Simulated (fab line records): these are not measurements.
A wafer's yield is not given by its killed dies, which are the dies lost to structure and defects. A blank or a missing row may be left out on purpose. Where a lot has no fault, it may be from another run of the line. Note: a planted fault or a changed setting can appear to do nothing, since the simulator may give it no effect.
The same fault as seen by 2 desks / flow sky130 / each desk has only its own numbers; what lay behind them comes last

TOOL OWNER'S DESK, pvd_sputter-01
At SKY_VIA4_SPUTTER_17 (material TiN, target thk 20 nm, time 80 s) the tool's own readings: per lot run on this tool, the mean of the sampled wafers that have a number. The brackets show how far a lot's mean lies from the usual mean; more than 4 standard deviations puts the lot out of limits, marked OUT.
Columns: A = throttle_valve_pct at SKY_VIA4_SPUTTER_17, usual 30.0 %
lot=L102; first seen here=day 44 11:27; A=30.4
lot=L112; first seen here=day 46 07:37; A=30.3
lot=L114; first seen here=day 46 13:53; A=30.4
Finding of this desk: none of the 3 lots has anything out of limits.

AT THE METROLOGY DESK
What the gauges read for every lot (on any tool): the sampled wafers with a number, averaged. The brackets show how far a lot's mean lies from the usual mean; more than 4 standard deviations puts the lot out of limits, marked OUT.
Columns: A = VIA4_OVL at SKY_VIA4_OVL_MEAS_11, usual 0.9 nm
lot=L102; first seen here=day 44 10:45; A=1.8
lot=L103; first seen here=day 44 11:43; A=3.6
lot=L112; first seen here=day 46 06:55; A=3.5
lot=L113; first seen here=day 46 08:55; A=2.7
lot=L114; first seen here=day 46 12:27; A=1.5
lot=L118; first seen here=day 48 02:58; A=-1.9
Finding of this desk: none of the 6 lots has anything out of limits.

PUT TOGETHER
The tool owner's desk saw nothing out of limits.
Nothing out of limits was seen by the metrology desk.

WHAT THE SIMULATOR HAD PUT IN
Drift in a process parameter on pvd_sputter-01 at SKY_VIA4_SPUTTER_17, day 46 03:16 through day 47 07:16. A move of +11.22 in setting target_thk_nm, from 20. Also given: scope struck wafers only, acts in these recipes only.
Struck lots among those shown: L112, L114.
